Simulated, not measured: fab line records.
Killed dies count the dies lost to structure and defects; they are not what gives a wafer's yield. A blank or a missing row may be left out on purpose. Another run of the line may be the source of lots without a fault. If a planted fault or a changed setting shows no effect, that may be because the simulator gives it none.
2 desks looking at one fault | flow gf180mcu | every desk sees just its own numbers, and what lay behind them comes last

THE TOOL OWNER'S DESK: rieMetal-02
The tool's own readings at GF_TOP_METAL_METAL_ETCH_16 (etches the open film in Cl2/BCl3, stops on SiO2, target depth 1197 nm, time 199.5 s): means of the sampled wafers that have a number, for each lot that ran on this tool. The brackets show how far a lot's mean lies from the usual mean; more than 4 standard deviations puts the lot out of limits, marked OUT.
Columns: A = drypumpMotorCurrentA at GF_TOP_METAL_METAL_ETCH_16, usual 5.7 A; B = oesProductAu at GF_TOP_METAL_METAL_ETCH_16, usual 0.991 a.u.; C = rfFwdPowerW at GF_TOP_METAL_METAL_ETCH_16, usual 797.6 W; D = throttleValvePct at GF_TOP_METAL_METAL_ETCH_16, usual 28.228 %
lot  | first seen here | A   | B     | C               | D
L753 | day 29 10:17    | 5.7 | 0.990 | 799.3           | 28.230
L757 | day 30 15:34    | 5.5 | 0.990 | 797.9           | 28.231
L760 | day 31 10:46    | 5.5 | 0.990 | 798.7           | 28.227
L762 | day 31 20:20    | 5.5 | 0.995 | 799.5           | 28.218
L763 | day 32 04:35    | 5.5 | 0.992 | 840.1 (+19) OUT | 28.218
L767 | day 32 23:48    | 5.5 | 0.993 | 838.7 (+19) OUT | 28.230
This desk's finding: out of limits on L763, L767; first on L763, day 32 04:35 (rfFwdPowerW at GF_TOP_METAL_METAL_ETCH_16). L753, L757, L760, L762: within limits.

THE METROLOGY DESK
What the gauges read, lot by lot, whatever tool the lot ran on: means of the sampled wafers that have a number. The brackets show how far a lot's mean lies from the usual mean; more than 4 standard deviations puts the lot out of limits, marked OUT.
Columns: A = V5_CVD_02_THK at GF_V5_THK_MEAS_03, usual 1447 nm; B = cdNm at GF_V5_CD_MEAS_14, usual 259.9 nm; C = V5_OVL at GF_V5_OVL_MEAS_15, usual -6 nm
lot  | first seen here | A    | B     | C
L750 | day 26 13:59    | 1438 | 257.6 | -4
L752 | day 26 23:35    | 1429 | 259.5 | -10
L753 | day 27 16:05    | 1455 | 261.1 | -17
L755 | day 28 06:41    | 1466 | 261.0 | -7
L757 | day 28 23:17    | 1449 | 261.1 | -1
L758 | day 29 08:02    | 1458 | 261.6 | -2
L760 | day 29 19:46    | 1458 | 259.3 | -3
L762 | day 30 06:56    | 1472 | 260.2 | -6
L763 | day 30 15:51    | 1450 | 258.7 | -6
L767 | day 31 11:55    | 1445 | 258.5 | -5
L771 | day 32 17:13    | 1459 | 258.7 | -5
L772 | day 32 18:05    | 1434 | 259.8 | -3
This desk's verdict: no lot among the 12 shows anything out of limits.

BROUGHT TOGETHER
The tool owner's desk could have raised an alarm at day 32 04:35, on L763, L767.
Metrology desk: nothing out of limits seen.
The metrology desk holds a record of L763, L767, inside its limits.
Every lot named ran GF_TOP_METAL_METAL_ETCH_16 on rieMetal-02.

WHAT WAS PUT IN BY THE SIMULATOR
rieMetal-02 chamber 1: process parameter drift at GF_TOP_METAL_METAL_ETCH_16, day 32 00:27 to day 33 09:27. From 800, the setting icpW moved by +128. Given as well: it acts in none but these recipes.
Struck lots among those shown: L763, L767.
Each desk's first reading out of limits, in hours after the fault started: the tool owner's desk, 4.
